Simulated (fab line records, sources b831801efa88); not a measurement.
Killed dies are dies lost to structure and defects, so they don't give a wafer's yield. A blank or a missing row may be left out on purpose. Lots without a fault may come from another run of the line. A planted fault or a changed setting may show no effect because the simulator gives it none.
fab line records | flow sky130
record lots=5 wafers=15 last_day=50
route steps=708 shown LDD_N@239 LDD_P@255 LDD_HVN@267 LDD_HVP@278
lots that met no fault: from a run of the same line without faults
start_h: hours from the record's first day to the start of the lot's first wafer shown | wait_h: hours since the lot's step before | " the same as in the row above | L1.1+2: a row that stands for several wafers | - no value, or no start given | * or withheld: withheld | < > ~ a bound
route shown NAME@n: a module of which the file shows steps, and the number in the route of the first | usual: mean/standard deviation of fault-free wafers | same: alike in all rows | chamber/n: place in a boat | sites: the reading at each site | _std_site: their standard deviation | _edge_site: outer sites' mean less inner sites' | radius_mm: how far each site lies from the wafer's centre | mask NAME#n: copy n | behind: the tool/chamber that last shaped the wafer | hold: why the lot was held/for how many hours/how that ended | device: the transistor (n, p or np) that didn't switch | end of line: the same wafers' tests at the end of the route | a step without rows: its recipe alone | killed: dies lost to structure and defects at the first sort, not the wafer's yield | map: a wafer's dies, x killed, . not, _ none there
set.NAME: the setting as run; set.NAME@STEP: as run at that earlier step | model.NAME: the simulator's own value behind a step, which no gauge read
lots at some steps of the route; a table a step, a row a wafer
services: from which hour (start_h, from the record's first day; less than 0 if before it) a tool's chamber was out of use, for how many hours, and why
## steps
# step SKY_LDD_N_COAT_02
# recipe resist=NOVOLAK spin_rpm=3000 resist_thk_nm=300
# columns lot.wafer tool chamber start_h wait_h
L076.3+4+5 litho_track-01 0 413.34 0.1
L081.2+3+6 litho_track-03 0 454.36 0.1
L087.2+4+5 litho_track-03 0 499.21 0.1
L092.2+5+6 litho_track-03 0 541.36 0.1
L096.3+4+6 litho_track-02 0 569.87 0.1
# step SKY_LDD_N_SOFTBAKE_03
# recipe temp_c=90 time_s=60 resist=NOVOLAK
# columns lot.wafer tool chamber start_h wait_h
L076.3+4+5 litho_track-01 0 413.49 0.1
L081.2+3+6 litho_track-03 0 454.51 0.1
L087.2+4+5 litho_track-03 0 499.36 0.1
L092.2+5+6 litho_track-03 0 541.51 0.1
L096.3+4+6 litho_track-02 0 570.02 0.1
# step SKY_LDD_N_EXPOSE_04
# recipe mask_id=NTM target_cd_nm=840 na=0.6 source_shape=conventional sigma_outer=0.6 dose_mj=110
# columns lot.wafer tool chamber start_h wait_h mask
L076.3+4+5 iline_stepper-01 0 - - NTM#0
L081.2+3+6 iline_stepper-02 0 - - NTM#0
L087.2+4+5 iline_stepper-02 0 - - NTM#0
L092.2+5+6 iline_stepper-01 0 - - NTM#0
L096.3+4+6 iline_stepper-02 0 - - NTM#0
# step SKY_LDD_N_PEB_05
# recipe temp_c=withheld time_s=* resist=NOVOLAK
# columns lot.wafer tool chamber start_h wait_h
L076.3+4+5 litho_track-03 0 - -
L081.2+3+6 litho_track-03 0 - -
L087.2+4+5 litho_track-03 0 - -
L092.2+5+6 litho_track-01 0 - -
L096.3+4+6 litho_track-01 0 - -
# step SKY_LDD_N_DEVELOP_06
# recipe develop_time_s=60 dev_temp_c=23
# usual developer_temp_C=22.99/0.084
# columns lot.wafer tool chamber start_h wait_h developer_temp_C
L076.3 litho_track-03 0 428.79 0.1 22.98
L076.4 " 0 " " 22.92
L076.5 " 0 " " 22.94
L081.2 litho_track-03 0 469.36 0.1 23.07
L081.3 " 0 " " 23.07
L081.6 " 0 " " 23.01
L087.2 litho_track-03 0 515.06 0.1 23.03
L087.4 " 0 " " 23.18
L087.5 " 0 " " 22.95
L092.2 litho_track-01 0 555.71 0.1 22.81
L092.5 " 0 " " 22.91
L092.6 " 0 " " 22.81
L096.3 litho_track-01 0 584.24 0.1 22.93
L096.4 " 0 " " 23.16
L096.6 " 0 " " 23.16
# step SKY_LDD_N_OVL_MEAS_07
# usual LDD_N_OVL=-0.8/1.6
# columns lot.wafer tool chamber start_h wait_h LDD_N_OVL[nm]
L076.3 overlay-02 - 428.90 0.1 -0.2
L076.4 " - " " 0.3
L076.5 " - " " 0.8
L081.2 overlay-01 - 469.49 0.1 -1.8
L081.3 " - " " -3.1
L081.6 " - " " -3.6
L087.2 overlay-01 - 515.19 0.1 -0.2
L087.4 " - " " -2.1
L087.5 " - " " -1.1
L092.2 overlay-01 - 555.85 0.1 -1.5
L092.5 " - " " -1.4
L092.6 " - " " 0.2
L096.3 overlay-02 - 584.35 0.1 -0.7
L096.4 " - " " -0.6
L096.6 " - " " -0.6
# step SKY_LDD_N_IMPLANT_08
# recipe species=As energy_kev=20 dose_cm2=7.5e+13 tilt_deg=withheld rotation_deg=23
# usual rotation_deg=22.999/0.021
# same implant_ion_amu=75
# columns lot.wafer tool chamber start_h wait_h rotation_deg
L076.3 implanter-04 0 428.97 0.1 22.962
L076.4 " 0 " " 22.978
L076.5 " 0 " " 22.951
L081.2 implanter-04 0 470.28 0.8 22.966
L081.3 " 0 " " 22.990
L081.6 " 0 " " 22.975
L087.2 implanter-02 0 515.25 0.0 22.973
L087.4 " 0 " " 23.014
L087.5 " 0 " " 22.994
L092.2 implanter-02 0 555.90 0.0 23.014
L092.5 " 0 " " 22.993
L092.6 " 0 " " 22.989
L096.3 implanter-04 0 584.43 0.1 22.985
L096.4 " 0 " " 22.993
L096.6 " 0 " " 23.007
# step SKY_LDD_N_IMPLANT_09
# recipe species=As energy_kev=20 dose_cm2=7.5e+13 tilt_deg=withheld rotation_deg=113
# usual rotation_deg=113.00/0.024
# same implant_ion_amu=75
# columns lot.wafer tool chamber start_h wait_h rotation_deg
L076.3 implanter-04 0 429.12 0.1 112.98
L076.4 " 0 " " 112.96
L076.5 " 0 " " 113.05
L081.2 implanter-04 0 470.43 0.1 112.99
L081.3 " 0 " " 113.03
L081.6 " 0 " " 113.01
L087.2 implanter-02 0 515.40 0.1 113.03
L087.4 " 0 " " 113.06
L087.5 " 0 " " 113.01
L092.2 implanter-02 0 556.05 0.1 113.02
L092.5 " 0 " " 112.97
L092.6 " 0 " " 113.06
L096.3 implanter-04 0 584.58 0.1 113.02
L096.4 " 0 " " 112.98
L096.6 " 0 " " 113.01
# step SKY_LDD_N_IMPLANT_10
# recipe species=As energy_kev=20 dose_cm2=7.5e+13 tilt_deg=withheld rotation_deg=203
# usual rotation_deg=203.00/0.036
# same implant_ion_amu=75
# columns lot.wafer tool chamber start_h wait_h rotation_deg
L076.3 implanter-04 0 429.27 0.1 203.05
L076.4 " 0 " " 202.97
L076.5 " 0 " " 203.03
L081.2 implanter-04 0 470.58 0.1 203.06
L081.3 " 0 " " 203.00
L081.6 " 0 " " 203.03
L087.2 implanter-02 0 515.55 0.1 202.93
L087.4 " 0 " " 202.95
L087.5 " 0 " " 203.00
L092.2 implanter-02 0 556.20 0.1 203.03
L092.5 " 0 " " 203.01
L092.6 " 0 " " 202.97
L096.3 implanter-04 0 584.73 0.1 202.95
L096.4 " 0 " " 203.01
L096.6 " 0 " " 202.97
# step SKY_LDD_N_IMPLANT_11
# recipe species=As energy_kev=20 dose_cm2=7.5e+13 tilt_deg=withheld rotation_deg=293
# usual rotation_deg=293.00/0.054
# same implant_ion_amu=75
# columns lot.wafer tool chamber start_h wait_h rotation_deg
L076.3 implanter-04 0 429.42 0.1 293.06
L076.4 " 0 " " 293.04
L076.5 " 0 " " 293.00
L081.2 implanter-04 0 470.73 0.1 292.99
L081.3 " 0 " " 292.99
L081.6 " 0 " " 293.11
L087.2 implanter-02 0 515.70 0.1 292.93
L087.4 " 0 " " 292.99
L087.5 " 0 " " 292.99
L092.2 implanter-02 0 556.35 0.1 293.00
L092.5 " 0 " " 293.00
L092.6 " 0 " " 292.98
L096.3 implanter-04 0 584.88 0.1 293.04
L096.4 " 0 " " 293.09
L096.6 " 0 " " 293.02
# step SKY_LDD_N_IMPLANT_12
# recipe species=BF2 energy_kev=50 dose_cm2=5e+12 tilt_deg=30 rotation_deg=0
# usual rotation_deg=0.003/0.02
# same implant_ion_amu=49
# columns lot.wafer tool chamber start_h wait_h rotation_deg
L076.3 implanter-04 0 429.57 0.1 0.031
L076.4 " 0 " " 0.003
L076.5 " 0 " " 0.002
L081.2 implanter-04 0 470.88 0.1 0.037
L081.3 " 0 " " 0.039
L081.6 " 0 " " 0.015
L087.2 implanter-02 0 515.85 0.1 -0.019
L087.4 " 0 " " -0.010
L087.5 " 0 " " 0.015
L092.2 implanter-02 0 556.50 0.1 -0.022
L092.5 " 0 " " -0.018
L092.6 " 0 " " -0.027
L096.3 implanter-04 0 585.03 0.1 0.028
L096.4 " 0 " " -0.001
L096.6 " 0 " " 0.030
# step SKY_LDD_N_IMPLANT_13
# recipe species=BF2 energy_kev=50 dose_cm2=5e+12 tilt_deg=30 rotation_deg=90
# usual rotation_deg=89.995/0.025
# same implant_ion_amu=49
# columns lot.wafer tool chamber start_h wait_h rotation_deg
L076.3 implanter-04 0 429.72 0.1 90.001
L076.4 " 0 " " 90.002
L076.5 " 0 " " 89.986
L081.2 implanter-04 0 471.03 0.1 90.017
L081.3 " 0 " " 89.993
L081.6 " 0 " " 89.997
L087.2 implanter-02 0 516.00 0.1 89.969
L087.4 " 0 " " 89.986
L087.5 " 0 " " 89.975
L092.2 implanter-02 0 556.65 0.1 89.999
L092.5 " 0 " " 90.025
L092.6 " 0 " " 90.008
L096.3 implanter-04 0 585.18 0.1 89.992
L096.4 " 0 " " 90.005
L096.6 " 0 " " 90.001
# step SKY_LDD_N_IMPLANT_14
# recipe species=BF2 energy_kev=50 dose_cm2=5e+12 tilt_deg=30 rotation_deg=180
# usual rotation_deg=180.00/0.042
# same implant_ion_amu=49
# columns lot.wafer tool chamber start_h wait_h rotation_deg
L076.3 implanter-04 0 429.87 0.1 180.00
L076.4 " 0 " " 179.99
L076.5 " 0 " " 180.05
L081.2 implanter-04 0 471.18 0.1 179.98
L081.3 " 0 " " 180.02
L081.6 " 0 " " 180.00
L087.2 implanter-02 0 516.15 0.1 180.06
L087.4 " 0 " " 180.03
L087.5 " 0 " " 180.07
L092.2 implanter-02 0 556.80 0.1 180.05
L092.5 " 0 " " 180.04
L092.6 " 0 " " 180.05
L096.3 implanter-04 0 585.33 0.1 179.91
L096.4 " 0 " " 179.98
L096.6 " 0 " " 179.96
# step SKY_LDD_N_IMPLANT_15
# recipe species=BF2 energy_kev=50 dose_cm2=5e+12 tilt_deg=30 rotation_deg=270
# usual rotation_deg=270.00/0.056
# same implant_ion_amu=49
# columns lot.wafer tool chamber start_h wait_h rotation_deg
L076.3 implanter-04 0 430.02 0.1 269.97
L076.4 " 0 " " 269.85
L076.5 " 0 " " 269.98
L081.2 implanter-04 0 471.33 0.1 269.98
L081.3 " 0 " " 269.95
L081.6 " 0 " " 270.10
L087.2 implanter-02 0 516.30 0.1 270.05
L087.4 " 0 " " 269.97
L087.5 " 0 " " 269.95
L092.2 implanter-02 0 556.95 0.1 270.05
L092.5 " 0 " " 269.93
L092.6 " 0 " " 270.00
L096.3 implanter-04 0 585.48 0.1 269.90
L096.4 " 0 " " 270.06
L096.6 " 0 " " 270.14
# step SKY_LDD_N_STRIP_16
# recipe chemistry=O2/N2 power_w=1400 pressure_mtorr=1500 platen_temp_c=withheld o2_flow_sccm=3000 n2_flow_sccm=300 overash_fraction=0.5
# usual drypump_motor_current_A=5.4/0.37 oes_product_au=0.406/0.0044 strip_time_to_endpoint_s=4.309/0.014
# columns lot.wafer tool chamber start_h wait_h drypump_motor_current_A oes_product_au rf_hours_counter_h strip_time_to_endpoint_s
L076.3 plasma_asher-03 0 430.16 0.1 5.5 0.405 - 4.322
L076.4 " 1 " " 5.0 0.406 - 4.331
L076.5 " 1 " " 4.9 0.415 - 4.319
L081.2 plasma_asher-03 0 471.46 0.1 5.4 0.405 36 4.307
L081.3 " 1 " " 4.9 0.404 - 4.310
L081.6 " 0 " " 5.5 0.406 - 4.305
L087.2 plasma_asher-04 1 516.42 0.1 5.6 0.410 69 4.319
L087.4 " 0 " " 6.1 0.407 - 4.313
L087.5 " 0 " " 6.2 0.402 - 4.309
L092.2 plasma_asher-01 1 557.08 0.1 5.5 0.411 13 4.309
L092.5 " 0 " " 5.2 0.401 - 4.288
L092.6 " 1 " " 5.5 0.411 - 4.316
L096.3 plasma_asher-01 0 585.61 0.1 5.1 0.403 - 4.308
L096.4 " 1 " " 5.6 0.402 - 4.322
L096.6 " 1 " " 5.6 0.408 - 4.330
# step SKY_LDD_N_TW_MEAS_17
# usual LDD_N_TW=2561/18
# columns lot.wafer tool chamber start_h wait_h LDD_N_TW
L076.3 film_metro-04 - 430.24 0.1 2572
L076.4 " - " " 2571
L076.5 " - " " 2560
L081.2 film_metro-04 - 471.57 0.1 2575
L081.3 " - " " 2581
L081.6 " - " " 2567
L087.2 film_metro-02 - 516.53 0.1 2547
L087.4 " - " " 2544
L087.5 " - " " 2560
L092.2 film_metro-02 - 557.19 0.1 2560
L092.5 " - " " 2559
L092.6 " - " " 2577
L096.3 film_metro-04 - 585.70 0.1 2592
L096.4 " - " " 2580
L096.6 " - " " 2567
# step SKY_LDD_P_DEHYDRATE_00
# recipe temp_c=200 time_s=60
# columns lot.wafer tool chamber start_h wait_h
L076.3+4+5 litho_track-02 0 444.72 14.5
L081.2+3+6 litho_track-03 0 486.46 14.9
L087.2+4+5 litho_track-03 0 530.61 14.1
L092.2+5+6 litho_track-04 0 571.77 14.6
L096.3+4+6 litho_track-02 0 599.77 14.1
# step SKY_LDD_P_HMDS_01
# recipe prime_time_s=60 prime_temp_c=120
# columns lot.wafer tool chamber start_h wait_h
L076.3+4+5 litho_track-02 0 444.87 0.1
L081.2+3+6 litho_track-03 0 486.61 0.1
L087.2+4+5 litho_track-03 0 530.76 0.1
L092.2+5+6 litho_track-04 0 571.92 0.1
L096.3+4+6 litho_track-02 0 599.92 0.1
# step SKY_LDD_P_COAT_02
# recipe resist=NOVOLAK spin_rpm=3000 resist_thk_nm=1140
# columns lot.wafer tool chamber start_h wait_h
L076.3+4+5 litho_track-02 0 445.02 0.1
L081.2+3+6 litho_track-03 0 486.76 0.1
L087.2+4+5 litho_track-03 0 530.91 0.1
L092.2+5+6 litho_track-04 0 572.07 0.1
L096.3+4+6 litho_track-02 0 600.07 0.1
# step SKY_LDD_P_SOFTBAKE_03
# recipe temp_c=90 time_s=60 resist=NOVOLAK
# columns lot.wafer tool chamber start_h wait_h
L076.3+4+5 litho_track-02 0 445.17 0.1
L081.2+3+6 litho_track-03 0 486.91 0.1
L087.2+4+5 litho_track-03 0 531.06 0.1
L092.2+5+6 litho_track-04 0 572.22 0.1
L096.3+4+6 litho_track-02 0 600.22 0.1
# step SKY_LDD_P_EXPOSE_04
# recipe mask_id=PSDM na=0.6 source_shape=conventional sigma_outer=0.6 polarization=unpolarized target_cd_nm=380 dose_mj=138
# columns lot.wafer tool chamber start_h wait_h mask
L076.3+4+5 iline_stepper-01 0 - - PSDM#0
L081.2+3+6 iline_stepper-02 0 - - PSDM#0
L087.2+4+5 iline_stepper-02 0 - - PSDM#0
L092.2+5+6 iline_stepper-01 0 - - PSDM#0
L096.3+4+6 iline_stepper-01 0 - - PSDM#0
# step SKY_LDD_P_PEB_05
# recipe temp_c=withheld time_s=* resist=NOVOLAK
# columns lot.wafer tool chamber start_h wait_h
L076.3+4+5 litho_track-04 0 - -
L081.2+3+6 litho_track-03 0 - -
L087.2+4+5 litho_track-04 0 - -
L092.2+5+6 litho_track-04 0 - -
L096.3+4+6 litho_track-02 0 - -
# step SKY_LDD_P_DEVELOP_06
# recipe resist=NOVOLAK developer=TMAH develop_time_s=60 dev_temp_c=23
# usual developer_temp_C=22.99/0.11
# columns lot.wafer tool chamber start_h wait_h developer_temp_C
L076.3 litho_track-04 0 461.05 0.1 22.98
L076.4 " 0 " " 23.04
L076.5 " 0 " " 22.94
L081.2 litho_track-03 0 502.41 0.1 23.07
L081.3 " 0 " " 22.99
L081.6 " 0 " " 23.04
L087.2 litho_track-04 0 545.97 0.1 22.96
L087.4 " 0 " " 23.01
L087.5 " 0 " " 22.97
L092.2 litho_track-04 0 586.32 0.1 22.92
L092.5 " 0 " " 22.85
L092.6 " 0 " " 23.05
L096.3 litho_track-02 0 615.07 0.1 22.87
L096.4 " 0 " " 23.05
L096.6 " 0 " " 22.77
# step SKY_LDD_P_CD_MEAS_07
# recipe target_cd_nm=380
# usual cd_nm=381.1/2.4
# columns lot.wafer tool chamber start_h wait_h cd_nm
L076.3 cd_sem-01 - 461.19 0.1 384.2
L076.4 " - " " 384.5
L076.5 " - " " 384.6
L081.2 cd_sem-02 - 502.56 0.1 385.6
L081.3 " - " " 384.4
L081.6 " - " " 384.3
L087.2 cd_sem-01 - 546.12 0.1 379.8
L087.4 " - " " 382.3
L087.5 " - " " 383.7
L092.2 cd_sem-02 - 586.47 0.1 380.4
L092.5 " - " " 381.2
L092.6 " - " " 381.9
L096.3 cd_sem-02 - 615.21 0.1 381.6
L096.4 " - " " 382.0
L096.6 " - " " 383.3
# step SKY_LDD_P_OVL_MEAS_08
# usual LDD_P_OVL=-1.2/1.4
# columns lot.wafer tool chamber start_h wait_h LDD_P_OVL[nm]
L076.3 overlay-02 - 461.29 0.1 -0.5
L076.4 " - " " 0.5
L076.5 " - " " -0.3
L081.2 overlay-01 - 502.66 0.1 -0.2
L081.3 " - " " 0.4
L081.6 " - " " 0.2
L087.2 overlay-01 - 546.22 0.1 -2.1
L087.4 " - " " -3.7
L087.5 " - " " -1.7
L092.2 overlay-01 - 586.57 0.1 -1.1
L092.5 " - " " -2.0
L092.6 " - " " -2.7
L096.3 overlay-01 - 615.30 0.1 -5.3
L096.4 " - " " -3.5
L096.6 " - " " -1.6
# step SKY_LDD_P_IMPLANT_09
# recipe species=BF2 energy_kev=25 dose_cm2=1e+13 tilt_deg=withheld
# same implant_ion_amu=49
# columns lot.wafer tool chamber start_h wait_h
L076.3+4+5 implanter-02 0 461.36 0.1
L081.2+3+6 implanter-04 0 502.72 0.0
L087.2+4+5 implanter-03 0 546.28 0.0
L092.2+5+6 implanter-04 0 586.63 0.0
L096.3+4+6 implanter-03 0 615.38 0.1
# step SKY_LDD_P_STRIP_10
# recipe chemistry=O2/N2 power_w=1400 pressure_mtorr=1500 platen_temp_c=withheld o2_flow_sccm=3000 n2_flow_sccm=300 overash_fraction=0.5
# usual drypump_motor_current_A=5.6/0.34 oes_product_au=0.715/0.0045 strip_time_to_endpoint_s=14.16/0.036
# columns lot.wafer tool chamber start_h wait_h drypump_motor_current_A oes_product_au rf_hours_counter_h strip_time_to_endpoint_s
L076.3 plasma_asher-04 1 461.49 0.1 5.7 0.710 - 14.14
L076.4 " 0 " " 6.2 0.708 - 14.13
L076.5 " 0 " " 6.1 0.719 - 14.16
L081.2 plasma_asher-02 1 502.84 0.1 5.1 0.724 80 14.17
L081.3 " 0 " " 5.6 0.710 - 14.17
L081.6 " 0 " " 5.6 0.716 - 14.19
L087.2 plasma_asher-01 1 546.40 0.1 5.6 0.712 12 14.10
L087.4 " 0 " " 5.2 0.722 - 14.08
L087.5 " 0 " " 5.2 0.718 - 14.06
L092.2 plasma_asher-01 1 586.75 0.1 5.5 0.719 17 14.22
L092.5 " 1 " " 5.6 0.715 - 14.15
L092.6 " 0 " " 5.2 0.722 - 14.20
L096.3 plasma_asher-02 0 615.51 0.1 5.6 0.707 - 14.19
L096.4 " 1 " " 5.1 0.724 - 14.12
L096.6 " 1 " " 5.1 0.725 - 14.20
# step SKY_LDD_P_TW_MEAS_11
# usual LDD_P_TW=631/4.7
# columns lot.wafer tool chamber start_h wait_h LDD_P_TW
L076.3 film_metro-02 - 461.58 0.1 625
L076.4 " - " " 629
L076.5 " - " " 624
L081.2 film_metro-02 - 502.95 0.1 627
L081.3 " - " " 629
L081.6 " - " " 629
L087.2 film_metro-02 - 546.51 0.1 628
L087.4 " - " " 625
L087.5 " - " " 623
L092.2 film_metro-02 - 586.86 0.1 628
L092.5 " - " " 624
L092.6 " - " " 627
L096.3 film_metro-02 - 615.60 0.1 623
L096.4 " - " " 625
L096.6 " - " " 624
# step SKY_LDD_HVN_DEHYDRATE_00
# recipe temp_c=200 time_s=60
# columns lot.wafer tool chamber start_h wait_h
L076.3+4+5 litho_track-04 0 475.60 14.0
L081.2+3+6 litho_track-03 0 517.66 14.7
L087.2+4+5 litho_track-01 0 560.66 14.1
L092.2+5+6 litho_track-01 0 601.46 14.6
L096.3+4+6 litho_track-04 0 629.35 13.7
# step SKY_LDD_HVN_HMDS_01
# recipe prime_time_s=60 prime_temp_c=120
# columns lot.wafer tool chamber start_h wait_h
L076.3+4+5 litho_track-04 0 475.75 0.1
L081.2+3+6 litho_track-03 0 517.81 0.1
L087.2+4+5 litho_track-01 0 560.81 0.1
L092.2+5+6 litho_track-01 0 601.61 0.1
L096.3+4+6 litho_track-04 0 629.50 0.1
# step SKY_LDD_HVN_COAT_02
# recipe resist=NOVOLAK spin_rpm=3000 resist_thk_nm=300
# columns lot.wafer tool chamber start_h wait_h
L076.3+4+5 litho_track-04 0 475.90 0.1
L081.2+3+6 litho_track-03 0 517.96 0.1
L087.2+4+5 litho_track-01 0 560.96 0.1
L092.2+5+6 litho_track-01 0 601.76 0.1
L096.3+4+6 litho_track-04 0 629.65 0.1
# step SKY_LDD_HVN_SOFTBAKE_03
# recipe temp_c=90 time_s=60 resist=NOVOLAK
# columns lot.wafer tool chamber start_h wait_h
L076.3+4+5 litho_track-04 0 476.05 0.1
L081.2+3+6 litho_track-03 0 518.11 0.1
L087.2+4+5 litho_track-01 0 561.11 0.1
L092.2+5+6 litho_track-01 0 601.91 0.1
L096.3+4+6 litho_track-04 0 629.80 0.1
# step SKY_LDD_HVN_EXPOSE_04
# recipe mask_id=HVNTM na=0.6 source_shape=conventional sigma_outer=0.6 polarization=unpolarized target_cd_nm=700 dose_mj=127
# columns lot.wafer tool chamber start_h wait_h mask
L076.3+4+5 iline_stepper-02 0 - - HVNTM#0
L081.2+3+6 iline_stepper-01 0 - - HVNTM#0
L087.2+4+5 iline_stepper-02 0 - - HVNTM#0
L092.2+5+6 iline_stepper-02 0 - - HVNTM#0
L096.3+4+6 iline_stepper-02 0 - - HVNTM#0
# step SKY_LDD_HVN_PEB_05
# recipe temp_c=withheld time_s=* resist=NOVOLAK
# columns lot.wafer tool chamber start_h wait_h
L076.3+4+5 litho_track-04 0 - -
L081.2+3+6 litho_track-03 0 - -
L087.2+4+5 litho_track-04 0 - -
L092.2+5+6 litho_track-03 0 - -
L096.3+4+6 litho_track-04 0 - -
# step SKY_LDD_HVN_DEVELOP_06
# recipe resist=NOVOLAK developer=TMAH develop_time_s=60 dev_temp_c=23
# usual developer_temp_C=23.00/0.11
# columns lot.wafer tool chamber start_h wait_h developer_temp_C
L076.3 litho_track-04 0 491.50 0.1 23.08
L076.4 " 0 " " 23.17
L076.5 " 0 " " 23.06
L081.2 litho_track-03 0 533.41 0.1 23.02
L081.3 " 0 " " 22.88
L081.6 " 0 " " 22.97
L087.2 litho_track-04 0 576.22 0.1 22.95
L087.4 " 0 " " 22.99
L087.5 " 0 " " 23.07
L092.2 litho_track-03 0 616.11 0.1 23.09
L092.5 " 0 " " 23.13
L092.6 " 0 " " 22.97
L096.3 litho_track-04 0 644.00 0.1 22.85
L096.4 " 0 " " 22.86
L096.6 " 0 " " 22.85
# step SKY_LDD_HVN_OVL_MEAS_07
# usual LDD_HVN_OVL=-0.4/1.5
# columns lot.wafer tool chamber start_h wait_h LDD_HVN_OVL[nm]
L076.3 overlay-02 - 491.61 0.1 -1.8
L076.4 " - " " -2.7
L076.5 " - " " -0.4
L081.2 overlay-01 - 533.54 0.1 -0.5
L081.3 " - " " -2.6
L081.6 " - " " -1.4
L087.2 overlay-02 - 576.35 0.1 -2.3
L087.4 " - " " -2.4
L087.5 " - " " -1.3
L092.2 overlay-01 - 616.24 0.1 1.4
L092.5 " - " " 1.4
L092.6 " - " " -0.8
L096.3 overlay-02 - 644.11 0.1 1.0
L096.4 " - " " 1.6
L096.6 " - " " -0.3
# step SKY_LDD_HVN_IMPLANT_08
# recipe species=P energy_kev=60 dose_cm2=3e+13 tilt_deg=40
# same implant_ion_amu=31
# columns lot.wafer tool chamber start_h wait_h
L076.3+4+5 implanter-02 0 491.68 0.1
L081.2+3+6 implanter-02 0 533.60 0.0
L087.2+4+5 implanter-02 0 576.52 0.2
L092.2+5+6 implanter-03 0 616.30 0.0
L096.3+4+6 implanter-01 0 644.18 0.1
# step SKY_LDD_HVN_STRIP_09
# recipe chemistry=O2/N2 power_w=1400 pressure_mtorr=1500 platen_temp_c=withheld o2_flow_sccm=3000 n2_flow_sccm=300 overash_fraction=0.5
# usual drypump_motor_current_A=5.33/0.24 oes_product_au=0.407/0.0047 strip_time_to_endpoint_s=4.128/0.016
# columns lot.wafer tool chamber start_h wait_h drypump_motor_current_A oes_product_au rf_hours_counter_h strip_time_to_endpoint_s
L076.3 plasma_asher-01 0 491.82 0.1 5.15 0.401 - 4.115
L076.4 " 1 " " 5.55 0.406 - 4.119
L076.5 " 0 " " 5.14 0.412 - 4.153
L081.2 plasma_asher-01 0 533.72 0.1 5.14 0.403 11 4.140
L081.3 " 1 " " 5.56 0.408 - 4.120
L081.6 " 1 " " 5.56 0.415 - 4.102
L087.2 plasma_asher-01 1 576.65 0.1 5.57 0.408 16 4.108
L087.4 " 1 " " 5.55 0.405 - 4.120
L087.5 " 0 " " 5.14 0.405 - 4.134
L092.2 plasma_asher-03 1 616.42 0.1 4.93 0.405 51 4.124
L092.5 " 0 " " 5.45 0.407 - 4.129
L092.6 " 1 " " 4.96 0.418 - 4.134
L096.3 plasma_asher-03 0 644.32 0.1 5.45 0.413 - 4.145
L096.4 " 1 " " 4.96 0.398 - 4.131
L096.6 " 1 " " 4.94 0.408 - 4.141
# step SKY_LDD_HVN_TW_MEAS_10
# usual LDD_HVN_TW=1429/9.2
# columns lot.wafer tool chamber start_h wait_h LDD_HVN_TW
L076.3 film_metro-03 - 491.90 0.1 1429
L076.4 " - " " 1442
L076.5 " - " " 1434
L081.2 film_metro-01 - 533.83 0.1 1417
L081.3 " - " " 1407
L081.6 " - " " 1409
L087.2 film_metro-01 - 576.76 0.1 1436
L087.4 " - " " 1424
L087.5 " - " " 1421
L092.2 film_metro-04 - 616.53 0.1 1440
L092.5 " - " " 1440
L092.6 " - " " 1441
L096.3 film_metro-01 - 644.40 0.1 1427
L096.4 " - " " 1424
L096.6 " - " " 1431
# step SKY_LDD_HVP_DEHYDRATE_00
# recipe temp_c=200 time_s=60
# columns lot.wafer tool chamber start_h wait_h
L076.3+4+5 litho_track-04 0 506.70 14.8
L081.2+3+6 litho_track-02 0 548.25 14.4
L087.2+4+5 litho_track-04 0 590.42 13.7
L092.2+5+6 litho_track-02 0 630.30 13.8
L096.3+4+6 litho_track-04 0 657.75 13.3
# step SKY_LDD_HVP_HMDS_01
# recipe prime_time_s=60 prime_temp_c=120
# columns lot.wafer tool chamber start_h wait_h
L076.3+4+5 litho_track-04 0 506.85 0.1
L081.2+3+6 litho_track-02 0 548.40 0.1
L087.2+4+5 litho_track-04 0 590.57 0.1
L092.2+5+6 litho_track-02 0 630.45 0.1
L096.3+4+6 litho_track-04 0 657.90 0.1
# step SKY_LDD_HVP_COAT_02
# recipe resist=NOVOLAK spin_rpm=3000 resist_thk_nm=300
# columns lot.wafer tool chamber start_h wait_h
L076.3+4+5 litho_track-04 0 507.00 0.1
L081.2+3+6 litho_track-02 0 548.55 0.1
L087.2+4+5 litho_track-04 0 590.72 0.1
L092.2+5+6 litho_track-02 0 630.60 0.1
L096.3+4+6 litho_track-04 0 658.05 0.1
# step SKY_LDD_HVP_SOFTBAKE_03
# recipe temp_c=90 time_s=60 resist=NOVOLAK
# columns lot.wafer tool chamber start_h wait_h
L076.3+4+5 litho_track-04 0 507.15 0.1
L081.2+3+6 litho_track-02 0 548.70 0.1
L087.2+4+5 litho_track-04 0 590.87 0.1
L092.2+5+6 litho_track-02 0 630.75 0.1
L096.3+4+6 litho_track-04 0 658.20 0.1
# step SKY_LDD_HVP_EXPOSE_04
# recipe mask_id=HVPTM na=0.6 source_shape=conventional sigma_outer=0.6 polarization=unpolarized target_cd_nm=700 dose_mj=86
# columns lot.wafer tool chamber start_h wait_h mask
L076.3+4+5 iline_stepper-01 0 - - HVPTM#0
L081.2+3+6 iline_stepper-01 0 - - HVPTM#0
L087.2+4+5 iline_stepper-02 0 - - HVPTM#0
L092.2+5+6 iline_stepper-02 0 - - HVPTM#0
L096.3+4+6 iline_stepper-01 0 - - HVPTM#0
# step SKY_LDD_HVP_PEB_05
# recipe temp_c=withheld time_s=* resist=NOVOLAK
# columns lot.wafer tool chamber start_h wait_h
L076.3+4+5 litho_track-01 0 - -
L081.2+3+6 litho_track-01 0 - -
L087.2+4+5 litho_track-01 0 - -
L092.2+5+6 litho_track-04 0 - -
L096.3+4+6 litho_track-04 0 - -
## services
# columns tool chamber start_h hours kind
plasma_asher-01 - 421.25 9.0 pm
plasma_asher-02 - 421.50 2.8 pm
implanter-02 - 431.21 12.7 repair
iline_stepper-02 - 436.06 4.5 repair
implanter-03 - 458.24 3.4 pm
iline_stepper-01 - 462.81 1.7 pm
implanter-02 - 465.18 6.5 repair
iline_stepper-02 - 489.75 2.3 repair
implanter-03 - 492.13 34.3 repair
iline_stepper-02 - 516.89 4.4 pm
plasma_asher-04 - 517.14 1.1 repair
iline_stepper-02 - 548.12 1.7 pm
plasma_asher-04 - 548.57 16.9 repair
plasma_asher-04 - 567.44 4.5 repair
implanter-03 - 568.34 19.8 pm
iline_stepper-02 - 572.81 2.1 pm
implanter-04 - 576.89 5.5 pm
implanter-02 - 584.07 5.2 repair
implanter-03 - 593.10 3.2 repair
implanter-03 - 593.83 2.3 repair
implanter-02 - 613.68 1.1 repair
plasma_asher-04 - 640.62 2.1 repair
plasma_asher-04 - 642.76 28.1 pm
implanter-04 - 663.44 4.9 repair
## key
fault none
